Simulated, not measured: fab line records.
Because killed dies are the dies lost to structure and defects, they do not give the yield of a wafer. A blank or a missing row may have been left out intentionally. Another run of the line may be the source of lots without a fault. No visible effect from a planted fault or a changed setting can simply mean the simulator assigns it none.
A single fault, viewed from 2 desks + flow sfq-line + each desk holds nothing but its own numbers, with what lay behind them at the end

== METROLOGY DESK ==
Means of the sampled wafers that have a number, per lot and without regard to the tool the lot ran on: this is what the gauges read. If a lot's mean is further than 4 standard deviations from the usual mean, the lot is out of limits and carries the mark OUT (the distance appears in the brackets).
Columns: A = M3_NB_RS at SFQ_M3_RS_MEAS_919, usual 0.883 ohm/sq; B = M3_OVL at SFQ_M3_OVL_MEAS_921, usual -3 nm
| lot  | first seen here | A     | B  |
|------|-----------------|-------|----|
| L846 | day 23 13:44    | 0.876 | -3 |
| L847 | day 23 22:04    | 0.880 | 8  |
| L852 | day 25 10:50    | 0.879 | -5 |
| L854 | day 26 20:19    | 0.874 | -9 |
| L857 | day 27 21:30    | 0.893 | 0  |
| L858 | day 28 18:19    | 0.894 | -8 |
| L859 | day 29 02:44    | 0.890 | 0  |
Result from this desk: across the 7 lots, nothing is out of limits.

== THE TOOL OWNER'S DESK: rie-metal-03 ==
The tool's own readings at SFQ_TRILAYER_M3_BARC_OPEN_METAL_ETCH_100 (etches BARC in O2, target depth 125 nm, time 41.7 s): means of the sampled wafers that have a number, for each lot that ran on this tool. If a lot's mean is further than 4 standard deviations from the usual mean, the lot is out of limits and carries the mark OUT (the distance appears in the brackets).
Columns: A = drypump-motor-current-A at SFQ_TRILAYER_M3_BARC_OPEN_METAL_ETCH_100, usual 5.6 A; B = oes-product-au at SFQ_TRILAYER_M3_BARC_OPEN_METAL_ETCH_100, usual 0.685 a.u.; C = run-length-s at SFQ_TRILAYER_M3_BARC_OPEN_METAL_ETCH_100, usual 70.3 s
| lot  | first seen here | A   | B               | C               |
|------|-----------------|-----|-----------------|-----------------|
| L846 | day 28 10:56    | 5.3 | 0.685           | 69.8            |
| L852 | day 29 21:40    | 5.2 | 0.809 (+28) OUT | 61.6 (-8.7) OUT |
| L854 | day 30 17:47    | 5.1 | 0.815 (+29) OUT | 61.2 (-9.0) OUT |
| L857 | day 31 11:20    | 5.2 | 0.750 (+14) OUT | 65.5 (-4.8) OUT |
This desk finds L852, L854, L857 out of limits, L852 being first, at day 29 21:40 (oes-product-au at SFQ_TRILAYER_M3_BARC_OPEN_METAL_ETCH_100). Within limits: L846.

== PUT TOGETHER ==
On L852, L854, L857, at day 29 21:40, an alarm was possible from the tool owner's desk.
At the metrology desk, nothing out of limits was observed.
The metrology desk has L852, L854, L857 on record, within its limits.
Every lot named ran SFQ_TRILAYER_M3_BARC_OPEN_METAL_ETCH_100 on rie-metal-03.

== WHAT THE SIMULATOR PUT IN ==
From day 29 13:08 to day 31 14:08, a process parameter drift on rie-metal-03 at SFQ_TRILAYER_M3_BARC_OPEN_METAL_ETCH_100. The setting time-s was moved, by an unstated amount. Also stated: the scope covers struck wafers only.
Shown lots that were struck: L852, L854, L857.
How many hours passed from the start of the fault until each desk's first out-of-limits reading: the tool owner's desk, 9.
